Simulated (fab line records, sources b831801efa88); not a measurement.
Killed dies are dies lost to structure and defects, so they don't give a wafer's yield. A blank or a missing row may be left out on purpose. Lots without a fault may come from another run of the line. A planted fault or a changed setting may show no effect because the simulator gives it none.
fab line records | flow sky130
record lots=5 wafers=15 last_day=49
route steps=708 shown PWDE@46 NWELL@56 VT_ADJUST_HVTP@85
lots that met no fault: from a run of the same line without faults
start_h: hours from the record's first day to the start of the lot's first wafer shown | wait_h: hours since the lot's step before | " the same as in the row above | L1.1+2: a row that stands for several wafers | - no value, or no start given | * or withheld: withheld | < > ~ a bound
route shown NAME@n: a module of which the file shows steps, and the number in the route of the first | usual: mean/standard deviation of fault-free wafers | same: alike in all rows | chamber/n: place in a boat | sites: the reading at each site | _std_site: their standard deviation | _edge_site: outer sites' mean less inner sites' | radius_mm: how far each site lies from the wafer's centre | mask NAME#n: copy n | behind: the tool/chamber that last shaped the wafer | hold: why the lot was held/for how many hours/how that ended | device: the transistor (n, p or np) that didn't switch | end of line: the same wafers' tests at the end of the route | a step without rows: its recipe alone | killed: dies lost to structure and defects at the first sort, not the wafer's yield | map: a wafer's dies, x killed, . not, _ none there
set.NAME: the setting as run; set.NAME@STEP: as run at that earlier step | model.NAME: the simulator's own value behind a step, which no gauge read
lots at some steps of the route; a table a step, a row a wafer
services: from which hour (start_h, from the record's first day; less than 0 if before it) a tool's chamber was out of use, for how many hours, and why
## steps
# step SKY_PWDE_HMDS_01
# recipe prime_time_s=60 prime_temp_c=120
# usual prime_temp_c=119.98/0.15
# columns lot.wafer tool chamber start_h wait_h prime_temp_c
L074.2 litho_track-04 0 57.53 0.1 119.85
L074.3 " 0 " " 119.70
L074.6 " 0 " " 119.89
L081.3 litho_track-03 0 101.41 0.1 120.01
L081.4 " 0 " " 120.20
L081.6 " 0 " " 120.03
L092.2 litho_track-03 0 155.99 0.1 119.88
L092.3 " 0 " " 119.91
L092.5 " 0 " " 119.90
L094.4 litho_track-04 0 167.48 0.1 120.04
L094.5 " 0 " " 120.00
L094.6 " 0 " " 119.81
L095.2 litho_track-04 0 174.53 0.1 119.81
L095.3 " 0 " " 120.07
L095.6 " 0 " " 119.78
# step SKY_PWDE_COAT_02
# recipe spin_rpm=2000 resist_thk_nm=3000
# columns lot.wafer tool chamber start_h wait_h
L074.2+3+6 litho_track-04 0 57.68 0.1
L081.3+4+6 litho_track-03 0 101.56 0.1
L092.2+3+5 litho_track-03 0 156.14 0.1
L094.4+5+6 litho_track-04 0 167.63 0.1
L095.2+3+6 litho_track-04 0 174.68 0.1
# step SKY_PWDE_SOFTBAKE_03
# recipe temp_c=110 time_s=withheld
# usual plate_temp_C=110.01/0.13
# columns lot.wafer tool chamber start_h wait_h plate_temp_C
L074.2 litho_track-04 0 57.84 0.1 110.13
L074.3 " 0 " " 110.12
L074.6 " 0 " " 110.04
L081.3 litho_track-03 0 101.73 0.1 110.02
L081.4 " 0 " " 109.86
L081.6 " 0 " " 109.93
L092.2 litho_track-03 0 156.30 0.1 110.23
L092.3 " 0 " " 110.17
L092.5 " 0 " " 109.89
L094.4 litho_track-04 0 167.80 0.1 109.95
L094.5 " 0 " " 109.89
L094.6 " 0 " " 109.88
L095.2 litho_track-04 0 174.84 0.1 110.17
L095.3 " 0 " " 109.81
L095.6 " 0 " " 110.01
# step SKY_PWDE_EXPOSE_04
# recipe mask_id=PWDEM na=0.6 source_shape=conventional sigma_outer=0.6 polarization=unpolarized target_cd_nm=840 dose_mj=214
# columns lot.wafer tool chamber start_h wait_h mask
L074.2+3+6 iline_stepper-02 0 - - PWDEM#0
L081.3+4+6 iline_stepper-02 0 - - PWDEM#0
L092.2+3+5 iline_stepper-02 0 - - PWDEM#0
L094.4+5+6 iline_stepper-02 0 - - PWDEM#0
L095.2+3+6 iline_stepper-02 0 - - PWDEM#0
# step SKY_PWDE_PEB_05
# recipe temp_c=115 time_s=withheld
# usual plate_temp_C=115.01/0.15
# columns lot.wafer tool chamber start_h wait_h plate_temp_C
L074.2 litho_track-01 0 - - 115.09
L074.3 " 0 " " 115.13
L074.6 " 0 " " 115.16
L081.3 litho_track-01 0 - - 115.37
L081.4 " 0 " " 115.18
L081.6 " 0 " " 115.22
L092.2 litho_track-04 0 - - 115.07
L092.3 " 0 " " 115.08
L092.5 " 0 " " 115.07
L094.4 litho_track-01 0 - - 115.13
L094.5 " 0 " " 114.96
L094.6 " 0 " " 115.07
L095.2 litho_track-04 0 - - 114.65
L095.3 " 0 " " 114.97
L095.6 " 0 " " 114.83
# step SKY_PWDE_DEVELOP_06
# recipe wall_angle_deg=90 developer=TMAH develop_time_s=60 dev_temp_c=23
# columns lot.wafer tool chamber start_h wait_h
L074.2+3+6 litho_track-01 0 - -
L081.3+4+6 litho_track-01 0 - -
L092.2+3+5 litho_track-04 0 - -
L094.4+5+6 litho_track-01 0 - -
L095.2+3+6 litho_track-04 0 - -
# step SKY_PWDE_OVL_MEAS_07
# usual PWDE_OVL=0.4/1.6
# columns lot.wafer tool chamber start_h wait_h PWDE_OVL[nm]
L074.2 overlay-01 - 65.92 - 1.8
L074.3 " - " " -0.2
L074.6 " - " " 0.7
L081.3 overlay-01 - 110.98 - 1.9
L081.4 " - " " 0.4
L081.6 " - " " 1.6
L092.2 overlay-02 - 165.96 - -0.9
L092.3 " - " " -0.8
L092.5 " - " " -0.1
L094.4 overlay-01 - 178.53 - -1.2
L094.5 " - " " 0.4
L094.6 " - " " -0.7
L095.2 overlay-02 - 185.21 - 1.6
L095.3 " - " " 0.8
L095.6 " - " " 1.1
# step SKY_PWDE_IMPLANT_08
# recipe species=B energy_kev=151.2 dose_cm2=3.6e+12 tilt_deg=withheld
# columns lot.wafer tool chamber start_h wait_h
L074.2+3+6 implanter-01 0 65.97 0.0
L081.3+4+6 implanter-01 0 111.05 0.1
L092.2+3+5 implanter-02 0 166.01 0.0
L094.4+5+6 implanter-02 0 178.62 0.1
L095.2+3+6 implanter-02 0 185.26 0.0
# step SKY_PWDE_STRIP_09
# recipe chemistry=O2/N2 power_w=1400 pressure_mtorr=1500 platen_temp_c=withheld o2_flow_sccm=3000 n2_flow_sccm=300 overash_fraction=0.5
# usual chamber_pressure_mTorr=1499.9/1.2 drypump_motor_current_A=5.5/0.58 oes_product_au=0.722/0.0044 strip_time_to_endpoint_s=36.90/0.094
# columns lot.wafer tool chamber start_h wait_h chamber_pressure_mTorr drypump_motor_current_A oes_product_au rf_hours_counter_h strip_time_to_endpoint_s
L074.2 plasma_asher-04 0 66.10 0.1 1498.7 6.4 0.709 24 36.79
L074.3 " 1 " " 1500.7 5.4 0.721 - 36.89
L074.6 " 1 " " 1500.1 5.4 0.723 - 36.94
L081.3 plasma_asher-04 0 111.18 0.1 1500.8 6.3 0.717 - 36.91
L081.4 " 1 " " 1500.6 5.4 0.719 - 36.91
L081.6 " 0 " " 1500.6 6.3 0.721 - 36.93
L092.2 plasma_asher-03 1 166.14 0.1 1498.7 4.6 0.724 5 36.89
L092.3 " 0 " " 1499.0 5.7 0.725 - 36.96
L092.5 " 0 " " 1500.6 5.7 0.722 - 36.86
L094.4 plasma_asher-03 1 178.73 0.1 1498.0 4.6 0.722 - 36.85
L094.5 " 1 " " 1499.4 4.6 0.721 - 36.80
L094.6 " 0 " " 1502.2 5.7 0.723 - 37.02
L095.2 plasma_asher-03 0 185.39 0.1 1499.9 5.7 0.732 6 36.89
L095.3 " 0 " " 1499.2 5.7 0.707 - 36.93
L095.6 " 1 " " 1500.6 4.6 0.725 - 36.93
# step SKY_PWDE_TW_MEAS_10
# usual PWDE_TW=376/6.1
# columns lot.wafer tool chamber start_h wait_h PWDE_TW
L074.2 film_metro-03 - 66.21 0.1 372
L074.3 " - " " 372
L074.6 " - " " 370
L081.3 film_metro-02 - 111.27 0.1 386
L081.4 " - " " 385
L081.6 " - " " 388
L092.2 film_metro-02 - 166.25 0.1 385
L092.3 " - " " 384
L092.5 " - " " 383
L094.4 film_metro-01 - 178.83 0.1 374
L094.5 " - " " 372
L094.6 " - " " 373
L095.2 film_metro-02 - 185.50 0.1 383
L095.3 " - " " 384
L095.6 " - " " 383
# step SKY_NWELL_DEHYDRATE_03
# recipe temp_c=200 time_s=60
# usual plate_temp_C=200.01/0.17
# columns lot.wafer tool chamber start_h wait_h plate_temp_C
L074.2 litho_track-04 0 73.93 7.7 199.72
L074.3 " 0 " " 199.91
L074.6 " 0 " " 199.99
L081.3 litho_track-03 0 119.71 8.4 199.92
L081.4 " 0 " " 199.92
L081.6 " 0 " " 200.01
L092.2 litho_track-04 0 176.63 10.4 199.95
L092.3 " 0 " " 200.02
L092.5 " 0 " " 199.84
L094.4 litho_track-02 0 188.42 9.6 200.31
L094.5 " 0 " " 200.00
L094.6 " 0 " " 200.26
L095.2 litho_track-04 0 195.88 10.4 200.01
L095.3 " 0 " " 199.89
L095.6 " 0 " " 200.18
# step SKY_NWELL_HMDS_04
# recipe prime_time_s=60 prime_temp_c=120
# usual prime_temp_c=119.99/0.14
# columns lot.wafer tool chamber start_h wait_h prime_temp_c
L074.2 litho_track-04 0 74.08 0.1 119.90
L074.3 " 0 " " 119.99
L074.6 " 0 " " 119.74
L081.3 litho_track-03 0 119.86 0.1 119.83
L081.4 " 0 " " 119.95
L081.6 " 0 " " 120.10
L092.2 litho_track-04 0 176.78 0.1 120.03
L092.3 " 0 " " 119.96
L092.5 " 0 " " 119.99
L094.4 litho_track-02 0 188.57 0.1 120.01
L094.5 " 0 " " 120.09
L094.6 " 0 " " 120.11
L095.2 litho_track-04 0 196.03 0.1 120.19
L095.3 " 0 " " 120.07
L095.6 " 0 " " 120.13
# step SKY_NWELL_COAT_05
# recipe spin_rpm=2000 resist_thk_nm=3000
# columns lot.wafer tool chamber start_h wait_h
L074.2+3+6 litho_track-04 0 74.23 0.1
L081.3+4+6 litho_track-03 0 120.01 0.1
L092.2+3+5 litho_track-04 0 176.93 0.1
L094.4+5+6 litho_track-02 0 188.72 0.1
L095.2+3+6 litho_track-04 0 196.18 0.1
# step SKY_NWELL_SOFTBAKE_06
# recipe temp_c=110 time_s=withheld
# usual plate_temp_C=110.01/0.12
# columns lot.wafer tool chamber start_h wait_h plate_temp_C
L074.2 litho_track-04 0 74.39 0.1 110.17
L074.3 " 0 " " 110.05
L074.6 " 0 " " 110.13
L081.3 litho_track-03 0 120.18 0.1 109.81
L081.4 " 0 " " 109.87
L081.6 " 0 " " 109.94
L092.2 litho_track-04 0 177.09 0.1 109.84
L092.3 " 0 " " 109.94
L092.5 " 0 " " 110.12
L094.4 litho_track-02 0 188.90 0.1 110.04
L094.5 " 0 " " 110.14
L094.6 " 0 " " 109.78
L095.2 litho_track-04 0 196.34 0.1 110.04
L095.3 " 0 " " 110.03
L095.6 " 0 " " 110.05
# step SKY_NWELL_EXPOSE_07
# recipe mask_id=NWM na=0.6 source_shape=conventional sigma_outer=0.6 polarization=unpolarized target_cd_nm=840 dose_mj=255
# columns lot.wafer tool chamber start_h wait_h mask
L074.2+3+6 iline_stepper-02 0 - - NWM#0
L081.3+4+6 iline_stepper-01 0 - - NWM#0
L092.2+3+5 iline_stepper-02 0 - - NWM#0
L094.4+5+6 iline_stepper-02 0 - - NWM#0
L095.2+3+6 iline_stepper-02 0 - - NWM#0
# step SKY_NWELL_PEB_08
# recipe temp_c=115 time_s=withheld
# usual plate_temp_C=114.99/0.14
# columns lot.wafer tool chamber start_h wait_h plate_temp_C
L074.2 litho_track-02 0 - - 114.94
L074.3 " 0 " " 114.99
L074.6 " 0 " " 114.85
L081.3 litho_track-03 0 - - 114.98
L081.4 " 0 " " 115.04
L081.6 " 0 " " 115.02
L092.2 litho_track-04 0 - - 114.98
L092.3 " 0 " " 114.94
L092.5 " 0 " " 115.06
L094.4 litho_track-03 0 - - 115.06
L094.5 " 0 " " 115.21
L094.6 " 0 " " 115.06
L095.2 litho_track-04 0 - - 114.88
L095.3 " 0 " " 114.98
L095.6 " 0 " " 114.82
# step SKY_NWELL_DEVELOP_09
# recipe wall_angle_deg=90 developer=TMAH develop_time_s=60 dev_temp_c=23
# columns lot.wafer tool chamber start_h wait_h
L074.2+3+6 litho_track-02 0 - -
L081.3+4+6 litho_track-03 0 - -
L092.2+3+5 litho_track-04 0 - -
L094.4+5+6 litho_track-03 0 - -
L095.2+3+6 litho_track-04 0 - -
# step SKY_NWELL_OVL_MEAS_10
# usual NWELL_00_OVL=0.1/1.7
# columns lot.wafer tool chamber start_h wait_h NWELL_00_OVL[nm]
L074.2 overlay-02 - 82.60 - -0.8
L074.3 " - " " -0.5
L074.6 " - " " -3.0
L081.3 overlay-01 - 129.62 - 0.1
L081.4 " - " " 0.4
L081.6 " - " " 0.0
L092.2 overlay-01 - 187.16 - -0.9
L092.3 " - " " -0.5
L092.5 " - " " -0.4
L094.4 overlay-02 - 200.53 - 2.4
L094.5 " - " " -0.3
L094.6 " - " " 1.8
L095.2 overlay-01 - 206.56 - 1.8
L095.3 " - " " 2.4
L095.6 " - " " 0.8
# step SKY_NWELL_IMPLANT_11
# recipe species=P energy_kev=393.8 dose_cm2=1.9e+13 tilt_deg=withheld
# columns lot.wafer tool chamber start_h wait_h
L074.2+3+6 implanter-03 0 82.66 0.0
L081.3+4+6 implanter-01 0 129.70 0.1
L092.2+3+5 implanter-03 0 187.21 0.0
L094.4+5+6 implanter-01 0 200.62 0.1
L095.2+3+6 implanter-01 0 206.61 0.0
# step SKY_NWELL_IMPLANT_12
# recipe species=P energy_kev=120 dose_cm2=1.3e+12 tilt_deg=withheld
# columns lot.wafer tool chamber start_h wait_h
L074.2+3+6 implanter-03 0 82.81 0.1
L081.3+4+6 implanter-01 0 129.85 0.1
L092.2+3+5 implanter-03 0 187.36 0.1
L094.4+5+6 implanter-01 0 200.77 0.1
L095.2+3+6 implanter-01 0 206.76 0.1
# step SKY_NWELL_IMPLANT_13
# recipe species=P energy_kev=50 dose_cm2=7e+11 tilt_deg=withheld
# columns lot.wafer tool chamber start_h wait_h
L074.2+3+6 implanter-03 0 82.96 0.1
L081.3+4+6 implanter-01 0 130.00 0.1
L092.2+3+5 implanter-03 0 187.51 0.1
L094.4+5+6 implanter-01 0 200.92 0.1
L095.2+3+6 implanter-01 0 206.91 0.1
# step SKY_NWELL_STRIP_14
# recipe chemistry=O2/N2 power_w=1400 pressure_mtorr=1500 platen_temp_c=withheld o2_flow_sccm=3000 n2_flow_sccm=300 overash_fraction=0.5
# usual chamber_pressure_mTorr=1500.0/1.3 drypump_motor_current_A=5.7/0.5 oes_product_au=0.722/0.0047 strip_time_to_endpoint_s=36.89/0.1
# columns lot.wafer tool chamber start_h wait_h chamber_pressure_mTorr drypump_motor_current_A oes_product_au rf_hours_counter_h strip_time_to_endpoint_s
L074.2 plasma_asher-02 0 83.08 0.1 1499.0 6.2 0.725 42 36.86
L074.3 " 1 " " 1501.0 5.8 0.716 - 36.89
L074.6 " 0 " " 1503.0 6.2 0.720 - 36.85
L081.3 plasma_asher-01 0 130.13 0.1 1500.4 5.0 0.720 - 36.93
L081.4 " 1 " " 1500.4 5.5 0.719 - 36.98
L081.6 " 0 " " 1498.6 5.0 0.720 - 36.90
L092.2 plasma_asher-02 0 187.64 0.1 1498.6 6.2 0.724 53 36.98
L092.3 " 0 " " 1499.3 6.2 0.732 - 36.86
L092.5 " 1 " " 1499.8 5.8 0.723 - 36.96
L094.4 plasma_asher-01 0 201.03 0.1 1500.4 4.9 0.720 - 37.02
L094.5 " 0 " " 1500.0 5.0 0.715 - 37.12
L094.6 " 1 " " 1500.8 5.5 0.728 - 37.01
L095.2 plasma_asher-02 0 207.04 0.1 1500.9 6.2 0.725 55 36.91
L095.3 " 0 " " 1499.9 6.2 0.708 - 36.99
L095.6 " 1 " " 1502.1 5.8 0.727 - 36.84
# step SKY_NWELL_TW_MEAS_15
# usual NWELL_TW=1831/28
# columns lot.wafer tool chamber start_h wait_h NWELL_TW
L074.2 film_metro-03 - 83.19 0.1 1816
L074.3 " - " " 1821
L074.6 " - " " 1825
L081.3 film_metro-03 - 130.22 0.1 1799
L081.4 " - " " 1793
L081.6 " - " " 1795
L092.2 film_metro-02 - 187.75 0.1 1857
L092.3 " - " " 1855
L092.5 " - " " 1866
L094.4 film_metro-03 - 201.13 0.1 1807
L094.5 " - " " 1813
L094.6 " - " " 1813
L095.2 film_metro-01 - 207.15 0.1 1819
L095.3 " - " " 1813
L095.6 " - " " 1811
# step SKY_NWELL_DEHYDRATE_16
# recipe temp_c=200 time_s=60
# usual plate_temp_C=199.98/0.16
# columns lot.wafer tool chamber start_h wait_h plate_temp_C
L074.2 litho_track-03 0 91.24 8.0 199.74
L074.3 " 0 " " 199.83
L074.6 " 0 " " 199.85
L081.3 litho_track-04 0 138.65 8.4 200.05
L081.4 " 0 " " 199.87
L081.6 " 0 " " 200.18
L092.2 litho_track-03 0 198.54 10.8 199.89
L092.3 " 0 " " 199.86
L092.5 " 0 " " 199.80
L094.4 litho_track-02 0 210.92 9.8 199.75
L094.5 " 0 " " 200.05
L094.6 " 0 " " 199.95
L095.2 litho_track-02 0 217.47 10.3 200.09
L095.3 " 0 " " 199.95
L095.6 " 0 " " 199.92
# step SKY_NWELL_HMDS_17
# recipe prime_time_s=60 prime_temp_c=120
# usual prime_temp_c=119.99/0.13
# columns lot.wafer tool chamber start_h wait_h prime_temp_c
L074.2 litho_track-03 0 91.39 0.1 120.19
L074.3 " 0 " " 120.16
L074.6 " 0 " " 119.80
L081.3 litho_track-04 0 138.80 0.1 119.96
L081.4 " 0 " " 120.07
L081.6 " 0 " " 120.18
L092.2 litho_track-03 0 198.69 0.1 120.17
L092.3 " 0 " " 119.94
L092.5 " 0 " " 119.94
L094.4 litho_track-02 0 211.07 0.1 120.07
L094.5 " 0 " " 120.24
L094.6 " 0 " " 120.06
L095.2 litho_track-02 0 217.62 0.1 119.97
L095.3 " 0 " " 120.02
L095.6 " 0 " " 119.92
# step SKY_NWELL_COAT_18
# recipe spin_rpm=2000 resist_thk_nm=3000
# columns lot.wafer tool chamber start_h wait_h
L074.2+3+6 litho_track-03 0 91.54 0.1
L081.3+4+6 litho_track-04 0 138.95 0.1
L092.2+3+5 litho_track-03 0 198.84 0.1
L094.4+5+6 litho_track-02 0 211.22 0.1
L095.2+3+6 litho_track-02 0 217.77 0.1
# step SKY_NWELL_SOFTBAKE_19
# recipe temp_c=110 time_s=withheld
# usual plate_temp_C=110.00/0.13
# columns lot.wafer tool chamber start_h wait_h plate_temp_C
L074.2 litho_track-03 0 91.70 0.1 109.86
L074.3 " 0 " " 110.01
L074.6 " 0 " " 109.99
L081.3 litho_track-04 0 139.12 0.1 109.98
L081.4 " 0 " " 110.15
L081.6 " 0 " " 109.83
L092.2 litho_track-03 0 199.00 0.1 110.05
L092.3 " 0 " " 109.94
L092.5 " 0 " " 109.90
L094.4 litho_track-02 0 211.40 0.1 110.03
L094.5 " 0 " " 110.09
L094.6 " 0 " " 109.96
L095.2 litho_track-02 0 217.93 0.1 110.06
L095.3 " 0 " " 109.97
L095.6 " 0 " " 110.09
# step SKY_NWELL_EXPOSE_20
# recipe mask_id=NWM_COMPLEMENT na=0.6 source_shape=conventional sigma_outer=0.6 polarization=unpolarized target_cd_nm=840 dose_mj=260
# columns lot.wafer tool chamber start_h wait_h mask
L074.2+3+6 iline_stepper-01 0 - - NWM_COMPLEMENT#0
L081.3+4+6 iline_stepper-01 0 - - NWM_COMPLEMENT#0
L092.2+3+5 iline_stepper-01 0 - - NWM_COMPLEMENT#0
L094.4+5+6 iline_stepper-01 0 - - NWM_COMPLEMENT#0
L095.2+3+6 iline_stepper-01 0 - - NWM_COMPLEMENT#0
# step SKY_NWELL_PEB_21
# recipe temp_c=115 time_s=withheld
# usual plate_temp_C=115.01/0.14
# columns lot.wafer tool chamber start_h wait_h plate_temp_C
L074.2 litho_track-03 0 - - 114.82
L074.3 " 0 " " 115.07
L074.6 " 0 " " 115.16
L081.3 litho_track-03 0 - - 114.89
L081.4 " 0 " " 115.09
L081.6 " 0 " " 114.77
L092.2 litho_track-02 0 - - 114.85
L092.3 " 0 " " 114.82
L092.5 " 0 " " 114.94
L094.4 litho_track-04 0 - - 115.24
L094.5 " 0 " " 114.79
L094.6 " 0 " " 114.94
L095.2 litho_track-02 0 - - 115.20
L095.3 " 0 " " 115.16
L095.6 " 0 " " 115.03
# step SKY_NWELL_DEVELOP_22
# recipe wall_angle_deg=90 developer=TMAH develop_time_s=60 dev_temp_c=23
# columns lot.wafer tool chamber start_h wait_h
L074.2+3+6 litho_track-03 0 - -
L081.3+4+6 litho_track-03 0 - -
L092.2+3+5 litho_track-02 0 - -
L094.4+5+6 litho_track-04 0 - -
L095.2+3+6 litho_track-02 0 - -
# step SKY_NWELL_OVL_MEAS_23
# usual NWELL_01_OVL=0.4/1.3
# columns lot.wafer tool chamber start_h wait_h NWELL_01_OVL[nm]
L074.2 overlay-01 - 100.02 - -0.1
L074.3 " - " " 0.4
L074.6 " - " " 0.9
L081.3 overlay-02 - 148.97 - -0.3
L081.4 " - " " -1.4
L081.6 " - " " -1.1
L092.2 overlay-01 - 209.45 - 0.9
L092.3 " - " " 2.2
L092.5 " - " " 0.5
L094.4 overlay-02 - 223.62 - -2.3
L094.5 " - " " 0.2
L094.6 " - " " 0.1
L095.2 overlay-02 - 228.95 - 0.3
L095.3 " - " " 0.4
L095.6 " - " " 0.7
# step SKY_NWELL_IMPLANT_24
# recipe species=B energy_kev=140 dose_cm2=9.2e+12 tilt_deg=withheld
# columns lot.wafer tool chamber start_h wait_h
L074.2+3+6 implanter-03 0 100.07 0.0
L081.3+4+6 implanter-01 0 149.05 0.1
L092.2+3+5 implanter-03 0 209.51 0.0
L094.4+5+6 implanter-02 0 223.71 0.1
L095.2+3+6 implanter-02 0 229.01 0.0
# step SKY_NWELL_STRIP_25
# recipe chemistry=O2/N2 power_w=1400 pressure_mtorr=1500 platen_temp_c=withheld o2_flow_sccm=3000 n2_flow_sccm=300 overash_fraction=0.5
# usual chamber_pressure_mTorr=1500.0/1.3 drypump_motor_current_A=5.4/0.49 oes_product_au=0.723/0.0044 strip_time_to_endpoint_s=36.86/0.099
# columns lot.wafer tool chamber start_h wait_h chamber_pressure_mTorr drypump_motor_current_A oes_product_au rf_hours_counter_h strip_time_to_endpoint_s
L074.2 plasma_asher-03 1 100.20 0.1 1499.4 4.7 0.723 41 36.97
L074.3 " 1 " " 1499.7 4.7 0.736 - 36.96
L074.6 " 0 " " 1499.2 5.7 0.725 - 36.81
L081.3 plasma_asher-01 0 149.18 0.1 1499.1 4.9 0.728 - 36.82
L081.4 " 1 " " 1501.2 5.5 0.722 - 37.00
L081.6 " 0 " " 1500.2 5.0 0.723 - 36.74
L092.2 plasma_asher-02 1 209.63 0.1 1502.0 5.8 0.713 55 36.95
L092.3 " 1 " " 1502.7 5.8 0.721 - 36.91
L092.5 " 0 " " 1500.3 6.2 0.718 - 37.01
L094.4 plasma_asher-01 1 223.82 0.1 1499.8 5.5 0.727 - 37.04
L094.5 " 0 " " 1497.9 4.9 0.721 - 37.02
L094.6 " 1 " " 1500.3 5.5 0.719 - 36.99
L095.2 plasma_asher-02 0 229.13 0.1 1500.4 6.2 0.719 57 36.84
L095.3 " 1 " " 1498.4 5.8 0.723 - 36.86
L095.6 " 1 " " 1501.1 5.8 0.721 - 36.83
# step SKY_NWELL_TW_MEAS_26
# usual NWELL_2_TW=497/6.1
# columns lot.wafer tool chamber start_h wait_h NWELL_2_TW
L074.2 film_metro-03 - 100.31 0.1 497
L074.3 " - " " 494
L074.6 " - " " 496
L081.3 film_metro-01 - 149.27 0.1 496
L081.4 " - " " 497
L081.6 " - " " 493
L092.2 film_metro-01 - 209.74 0.1 496
L092.3 " - " " 498
L092.5 " - " " 494
L094.4 film_metro-01 - 223.92 0.1 491
L094.5 " - " " 493
L094.6 " - " " 492
L095.2 film_metro-03 - 229.24 0.1 493
L095.3 " - " " 494
L095.6 " - " " 495
# step SKY_NWELL_CLEAN_27
# recipe chemistry=SC1/SC2 mix=1:4:20 temp_c=70 time_s=150 dry=n2_spin
# columns lot.wafer tool chamber start_h wait_h
L074.2+3+6 wet_bench-03 0 100.36 0.0
L081.3+4+6 wet_bench-03 1 149.31 0.0
L092.2+3+5 wet_bench-03 1 209.79 0.0
L094.4+5+6 wet_bench-03 3 223.95 0.0
L095.2+3+6 wet_bench-03 1 229.29 0.0
# step SKY_NWELL_RTA_28
# recipe temp_c=1050 time_s=30 idle_temp_c=650 ramp_up_c_per_s=150 ramp_down_c_per_s=90 ambient=N2
# usual lamp_power_pct=25.31/0.053 wafer_temp_C_max=1054.9/0.93
# columns lot.wafer tool chamber start_h wait_h lamp_power_pct wafer_temp_C_max
L074.2 rtp_anneal-02 0 100.43 0.0 25.35 1053.6
L074.3 " 0 " " 25.31 1056.8
L074.6 " 0 " " 25.26 1053.9
L081.3 rtp_anneal-02 0 149.39 0.0 25.29 1055.0
L081.4 " 0 " " 25.33 1055.1
L081.6 " 0 " " 25.33 1054.8
L092.2 rtp_anneal-02 0 209.86 0.0 25.28 1055.2
L092.3 " 0 " " 25.27 1055.9
L092.5 " 0 " " 25.36 1054.9
L094.4 rtp_anneal-02 0 224.10 0.1 25.30 1054.5
L094.5 " 0 " " 25.29 1053.6
L094.6 " 0 " " 25.28 1056.1
L095.2 rtp_anneal-01 0 229.41 0.0 25.24 1054.4
L095.3 " 0 " " 25.36 1055.5
L095.6 " 0 " " 25.28 1054.2
# step SKY_NWELL_RS_MEAS_29
# recipe thk_meas_gauge=four-point-probe
# usual NWELL_RS=627.3/1.8
# columns lot.wafer tool chamber start_h wait_h NWELL_RS[ohm/sq]
L074.2 film_metro-01 - 100.53 0.1 627.0
L074.3 " - " " 624.1
L074.6 " - " " 625.6
L081.3 film_metro-02 - 149.50 0.1 626.6
L081.4 " - " " 628.0
L081.6 " - " " 627.6
L092.2 film_metro-01 - 209.96 0.1 626.7
L092.3 " - " " 625.3
L092.5 " - " " 625.3
L094.4 film_metro-03 - 224.21 0.1 627.1
L094.5 " - " " 628.9
L094.6 " - " " 628.9
L095.2 film_metro-02 - 229.51 0.1 625.6
L095.3 " - " " 624.6
L095.6 " - " " 623.9
# step SKY_NWELL_RS_MEAS_31
# recipe thk_meas_gauge=four-point-probe
# usual PWDE_RS=5280/17
# columns lot.wafer tool chamber start_h wait_h PWDE_RS[ohm/sq]
L074.2 film_metro-01 - 100.77 0.1 5291
L074.3 " - " " 5298
L074.6 " - " " 5310
L081.3 film_metro-02 - 149.74 0.1 5282
L081.4 " - " " 5289
L081.6 " - " " 5288
L092.2 film_metro-01 - 210.20 0.1 5249
L092.3 " - " " 5266
L092.5 " - " " 5269
L094.4 film_metro-03 - 224.45 0.1 5281
L094.5 " - " " 5260
L094.6 " - " " 5265
L095.2 film_metro-02 - 229.75 0.1 5252
L095.3 " - " " 5267
L095.6 " - " " 5239
# step SKY_VT_ADJUST_HVTP_DEHYDRATE_00
# recipe temp_c=200 time_s=60
# usual plate_temp_C=200.01/0.16
# columns lot.wafer tool chamber start_h wait_h plate_temp_C
L074.2 litho_track-02 0 109.32 8.5 200.05
L074.3 " 0 " " 200.14
L074.6 " 0 " " 200.16
L081.3 litho_track-03 0 158.71 9.0 200.09
L081.4 " 0 " " 199.95
L081.6 " 0 " " 200.05
L092.2 litho_track-01 0 221.69 11.5 199.92
L092.3 " 0 " " 199.98
L092.5 " 0 " " 200.00
L094.4 litho_track-03 0 235.14 10.7 200.03
L094.5 " 0 " " 199.75
L094.6 " 0 " " 199.96
L095.2 litho_track-01 0 241.39 11.6 199.80
L095.3 " 0 " " 199.77
L095.6 " 0 " " 199.56
# step SKY_VT_ADJUST_HVTP_HMDS_01
# recipe prime_time_s=60 prime_temp_c=120
# usual prime_temp_c=119.99/0.12
# columns lot.wafer tool chamber start_h wait_h prime_temp_c
L074.2 litho_track-02 0 109.47 0.1 120.04
L074.3 " 0 " " 119.93
L074.6 " 0 " " 120.14
L081.3 litho_track-03 0 158.86 0.1 119.97
L081.4 " 0 " " 119.95
L081.6 " 0 " " 120.01
L092.2 litho_track-01 0 221.84 0.1 119.74
L092.3 " 0 " " 119.70
L092.5 " 0 " " 119.67
L094.4 litho_track-03 0 235.29 0.1 119.86
L094.5 " 0 " " 119.82
L094.6 " 0 " " 120.07
L095.2 litho_track-01 0 241.54 0.1 119.99
L095.3 " 0 " " 119.81
L095.6 " 0 " " 120.05
# step SKY_VT_ADJUST_HVTP_COAT_02
# recipe resist=NOVOLAK spin_rpm=3057 resist_thk_nm=1140
# columns lot.wafer tool chamber start_h wait_h
L074.2+3+6 litho_track-02 0 109.62 0.1
L081.3+4+6 litho_track-03 0 159.01 0.1
L092.2+3+5 litho_track-01 0 221.99 0.1
L094.4+5+6 litho_track-03 0 235.44 0.1
L095.2+3+6 litho_track-01 0 241.69 0.1
## services
# columns tool chamber start_h hours kind
implanter-01 - 35.43 5.5 repair
iline_stepper-01 - 45.38 4.4 pm
implanter-03 - 49.77 7.4 pm
plasma_asher-02 - 51.34 2.8 pm
plasma_asher-04 - 53.55 1.7 repair
iline_stepper-02 - 106.78 4.3 pm
plasma_asher-03 - 108.75 9.0 pm
plasma_asher-03 0 108.75 9.0 vent_cycle
plasma_asher-03 1 108.75 9.0 vent_cycle
iline_stepper-02 - 111.74 7.9 repair
plasma_asher-03 0 117.75 - clean
plasma_asher-03 1 117.75 - clean
plasma_asher-03 - 122.81 2.5 repair
implanter-02 - 124.19 2.7 repair
implanter-03 - 126.77 1.8 repair
implanter-03 - 169.40 16.4 pm
implanter-01 - 184.77 6.7 repair
iline_stepper-02 - 189.11 1.7 pm
implanter-02 - 190.07 6.4 pm
iline_stepper-01 - 196.27 1.7 pm
plasma_asher-04 - 197.58 12.7 repair
implanter-03 - 200.78 3.0 repair
plasma_asher-01 - 207.45 2.7 repair
iline_stepper-02 - 224.77 4.4 pm
## key
fault none
